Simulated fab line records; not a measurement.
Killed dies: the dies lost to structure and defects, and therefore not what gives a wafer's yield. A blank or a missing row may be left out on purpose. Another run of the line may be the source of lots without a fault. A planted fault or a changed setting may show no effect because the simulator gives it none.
Which tool was responsible? | flow sfq line | 15 lots, 45 wafers sampled, at 1 step of a route of 325

WHAT THE GAUGES READ, wafer by wafer
No reading from a measuring or inspecting step in the record can be judged against a usual standard deviation.

EACH LOT AND THE TOOL THAT RAN IT (in order: tool; ch and the chambers of the sampled wafers; start)
lot  | SFQ_TRILAYER_I6_DEP_PECVD_165
L184 | pecvd-01 ch 0,1,2, day 71 01:07
L185 | pecvd-02 ch 1,2, day 75 13:56
L186 | pecvd-02 ch 0,1,2, day 75 18:44
L187 | pecvd-01 ch 0,1,2, day 75 21:08
L188 | pecvd-02 ch 0,1,2, day 75 22:22
L189 | pecvd-04 ch 0,1,2, day 76 03:21
L192 | pecvd-04 ch 0,1, day 76 10:20
L193 | pecvd-04 ch 0,2, day 76 13:56
L197 | pecvd-04 ch 0,2, day 76 18:44
L198 | pecvd-04 ch 0,2, day 76 22:21
L199 | pecvd-04 ch 0,2, day 77 03:19
L201 | pecvd-02 ch 0,1,2, day 79 13:43
L204 | pecvd-02 ch 1,2, day 81 01:10
L206 | pecvd-02 ch 0,1, day 81 20:37
L207 | pecvd-04 ch 0,1,2, day 82 06:14
- SFQ_TRILAYER_I6_DEP_PECVD_165: deposits SiO2 from SiH4/N2O, time 111.11 s, target thk 500 nm.

AS READ BY THE TOOLS THEMSELVES (means over the sampled wafers that have a number; for cases with no such wafer, the mark the record gives instead)
SFQ_TRILAYER_I6_DEP_PECVD_165. Usual: heater power w 87 W, standard deviation 17; run length s 139.0 s, standard deviation 0.61; throttle valve pct 25.0 %, standard deviation 1.6.
lot  | tool     | heater power w (W) | run length s (s) | throttle valve pct (%) | flag
L184 | pecvd-01 | 99                 | 139.6            | 23.3                   |
L185 | pecvd-02 | 91                 | 139.0            | 24.9                   |
L186 | pecvd-02 | 93                 | 138.9            | 24.5                   |
L187 | pecvd-01 | 95                 | 139.3            | 23.7                   |
L188 | pecvd-02 | 95                 | 139.1            | 24.5                   |
L189 | pecvd-04 | 68                 | 139.0            | 26.4                   |
L192 | pecvd-04 | 58                 | 139.2            | 26.7                   |
L193 | pecvd-04 | 76                 | 138.0            | 26.4                   |
L197 | pecvd-04 | 73                 | 134.1            | 26.3                   | OFF
L198 | pecvd-04 | 81                 | 134.1            | 25.8                   | OFF
L199 | pecvd-04 | 79                 | 134.1            | 26.4                   | OFF
L201 | pecvd-02 | 98                 | 139.1            | 24.9                   |
L204 | pecvd-02 | 93                 | 138.9            | 26.1                   |
L206 | pecvd-02 | 102                | 139.1            | 24.7                   |
L207 | pecvd-04 | 71                 | 138.6            | 26.3                   |

THE ANSWER, worked out from the rows above alone
Rule: take the mean of a lot's wafers that have a number; if it is more than 3 standard deviations from the usual mean, the lot is off. Also off: a lot with no number at a reading for which 4 or more lots have one. Where the step has rows for the other lots, those lots are counted as sound. After the gauges, taken in route order, come the tools' own readings; for these a lot's mean is taken, as printed above. The first step at which some lot is off is used, and at that step the reading that is off furthest; a lot without a number counts as furthest.
Off: L197, L198, L199, at SFQ_TRILAYER_I6_DEP_PECVD_165 (run length s).
A tool fits if, at that step or a process step before it, it ran every lot that is off, and no sound lot after the first of them. No candidate that was tried fits.

WHAT THE SIMULATOR HAD INSERTED
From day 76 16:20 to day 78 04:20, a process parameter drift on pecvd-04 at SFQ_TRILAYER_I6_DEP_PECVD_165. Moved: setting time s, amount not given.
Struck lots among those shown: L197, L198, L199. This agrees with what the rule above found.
